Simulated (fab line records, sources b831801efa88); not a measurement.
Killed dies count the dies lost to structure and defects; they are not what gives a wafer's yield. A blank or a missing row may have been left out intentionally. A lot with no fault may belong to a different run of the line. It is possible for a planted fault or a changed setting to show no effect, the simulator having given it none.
The tool behind it: which one? ; flow gf180mcu ; Sampling: 12 lots, 35 wafers, 4 of 602 route steps

== WHAT EACH GAUGE READ, for each wafer ==
GF_V1_THK_MEAS_01. Usual: V1_CVD_00_THK 600 nm, standard deviation 6.9.
lot;measured;on;V1_CVD_00_THK (nm);flag
L839;day 17 03:53;film metro-01;599 599 601;
L841;day 17 17:11;film metro-01;604 605 604;
L842;day 18 05:38;film metro-03;598 599 602;
L843;day 18 15:21;film metro-01;593 593 593;
L844;day 19 01:14;film metro-03;585 596 589;
L847;day 20 04:14;film metro-03;591 591 593;
L848;day 20 05:37;film metro-01;596 598 592;
L849;day 20 20:33;film metro-04;603 602 597;
L850;day 20 23:20;film metro-01;606 599 603;
L851;day 21 13:08;film metro-03;605 606 602;
L859;day 24 12:52;film metro-03;593 602;
L862;day 25 12:48;film metro-04;608 612 618;

GF_M2_RS_MEAS_05: the measuring method here is four-point-probe. Usual: M2_ALCU_RS 0.0695 ohm/sq, standard deviation 0.00073.
lot;measured;on;M2_ALCU_RS (ohm/sq);flag
L839;day 18 05:22;film metro-02;0.0702 0.0709 0.0703;
L841;day 18 17:37;film metro-04;0.0687 0.0689 0.0680;
L842;day 19 07:46;film metro-03;0.0691 0.0705 0.0708;
L843;day 19 18:16;film metro-04;0.0686 0.0688 0.0685;
L844;day 20 03:31;film metro-04;0.0700 0.0701 0.0697;
L847;day 21 06:34;film metro-04;0.0692 0.0689 0.0688;
L848;day 21 08:26;film metro-02;0.0694 0.0698 0.0696;
L849;day 21 22:44;film metro-03;0.0691 0.0689 0.0695;
L850;day 22 01:13;film metro-03;0.0703 0.0704 0.0710;
L851;day 22 14:55;film metro-02;0.0690 0.0701 0.0685;
L859;day 25 12:22;film metro-04;0.0689;
L862;day 26 12:34;film metro-03;0.0703 0.0696 0.0696;

== WHAT TOOL EACH LOT RAN ON (gives the tool, then ch and the chambers of the sampled wafers, and finally the start) ==
lot;GF_M1_STRIP_17;GF_V1_CMP_26
L839;plasma asher-01 ch 0,1, day 17 03:16;cmp-02 ch 0,3, day 18 04:48
L841;plasma asher-02 ch 0,1, day 17 16:34;cmp-01 ch 0,1, day 18 17:04
L842;plasma asher-04 ch 0,1, day 18 04:56;cmp-01 ch 0,1,3, day 19 07:19
L843;plasma asher-04 ch 0,1, day 18 14:45;cmp-02 ch 1,3, day 19 17:48
L844;plasma asher-02 ch 0,1, day 19 00:38;cmp-02 ch 0,1,2, day 20 03:00
L847;plasma asher-02 ch 0,1, day 20 03:38;cmp-02 ch 0,2, day 21 06:01
L848;plasma asher-02 ch 0,1, day 20 05:00;cmp-02 ch 0,2,3, day 21 07:57
L849;plasma asher-04 ch 0,1, day 20 19:56;cmp-02 ch 1,2,3, day 21 22:13
L850;plasma asher-04 ch 0,1, day 20 22:43;cmp-01 ch 0,1, day 22 00:42
L851;plasma asher-02 ch 0,1, day 21 12:32;cmp-02 ch 0,1,3, day 22 14:24
L859;plasma asher-01 ch 0,1, day 24 12:16;cmp-02 ch 1,3, day 25 11:56
L862;plasma asher-04 ch 0,1, day 25 12:07;cmp-01 ch 0,3, day 26 12:03
- GF_M1_STRIP_17: strips in O2/N2.
- GF_V1_CMP_26: polishes, stops on SiO2, t overpolish 15 s, target thk 0 nm.

== WHAT THE TOOLS THEMSELVES READ (means of the sampled wafers that have a number; where no wafer has one, the mark that the record gives instead) ==
GF_M1_STRIP_17. Usual: drypump motor current A 6.1 A, standard deviation 0.43; heater power w 335 W, standard deviation 17; o2 flow sccm 3000 sccm, standard deviation 8.2; oes product au 0.539 a.u., standard deviation 0.0046; strip time to endpoint s 7.41 s, standard deviation 0.04.
lot;tool;drypump motor current A (A);heater power w (W);o2 flow sccm (sccm);oes product au (a.u.);strip time to endpoint s (s);flag
L839;plasma asher-01;6.1;338;3007;0.539;7.44;
L841;plasma asher-02;6.4;343;2995;0.536;7.42;
L842;plasma asher-04;5.7;338;3002;0.539;7.39;
L843;plasma asher-04;6.0;349;3007;0.540;7.39;
L844;plasma asher-02;6.4;346;3004;0.540;7.41;
L847;plasma asher-02;6.6;331;3007;0.540;7.40;
L848;plasma asher-02;6.4;340;2994;0.538;7.40;
L849;plasma asher-04;6.0;352;3003;0.534;7.39;
L850;plasma asher-04;6.0;355;3000;0.541;7.44;
L851;plasma asher-02;6.4;341;2992;0.541;7.40;
L859;plasma asher-01;6.0;325;3010;0.542;7.38;
L862;plasma asher-04;5.8;343;2996;0.533;7.37;

GF_V1_CMP_26. Usual: motor current A 11.3 A, standard deviation 1.8; overpolish run s 15.000 s, standard deviation 0.0087; retaining ring pressure frac 1.000, standard deviation 0.0048; slurry flow ml min 150.0, standard deviation 0.45; time to endpoint s 84 s, standard deviation 3.9.
lot;tool;motor current A (A);overpolish run s (s);retaining ring pressure frac;slurry flow ml min;time to endpoint s (s);flag
L839;cmp-02;10.7;14.996;0.997;150.4;80;
L841;cmp-01;12.9;15.000;0.999;149.8;80;
L842;cmp-01;12.6;15.000;0.996;149.5;83;
L843;cmp-02;9.3;15.004;0.998;150.2;83;
L844;cmp-02;10.4;15.000;0.996;149.9;84;
L847;cmp-02;12.2;14.996;0.998;149.5;87;
L848;cmp-02;11.1;15.001;0.998;150.2;87;
L849;cmp-02;10.7;14.997;1.003;150.4;84;
L850;cmp-01;13.1;14.992;1.004;149.7;86;
L851;cmp-02;9.8;15.001;0.998;149.9;78;
L859;cmp-02;9.7;7.521;0.994;149.8;105;OFF
L862;cmp-01;12.1;15.001;0.997;150.2;80;

== THE ANSWER, worked out from the rows above alone ==
Rule: lot off if the mean of its wafers having a number is beyond 3 standard deviations from the usual mean. A lot without any number at a reading at which 4 lots or more have one is off too. Where the step has rows for the other lots, those lots are counted as sound. First the gauges in route order, then the tools' own readings, where a lot's mean is used as printed above. At the first step where some lot is off, the reading lying furthest off is the one used; lots without a number count as furthest.
Off, at GF_V1_CMP_26 on overpolish run s: L859.
If a tool, at that step or one of the process steps before it, ran each lot that is off and ran no sound lot following the first of them, it fits. Undecided on this evidence; 2 tools fit (plasma asher-01 at GF_M1_STRIP_17, cmp-02 at GF_V1_CMP_26).

== WHAT WAS PUT IN BY THE SIMULATOR ==
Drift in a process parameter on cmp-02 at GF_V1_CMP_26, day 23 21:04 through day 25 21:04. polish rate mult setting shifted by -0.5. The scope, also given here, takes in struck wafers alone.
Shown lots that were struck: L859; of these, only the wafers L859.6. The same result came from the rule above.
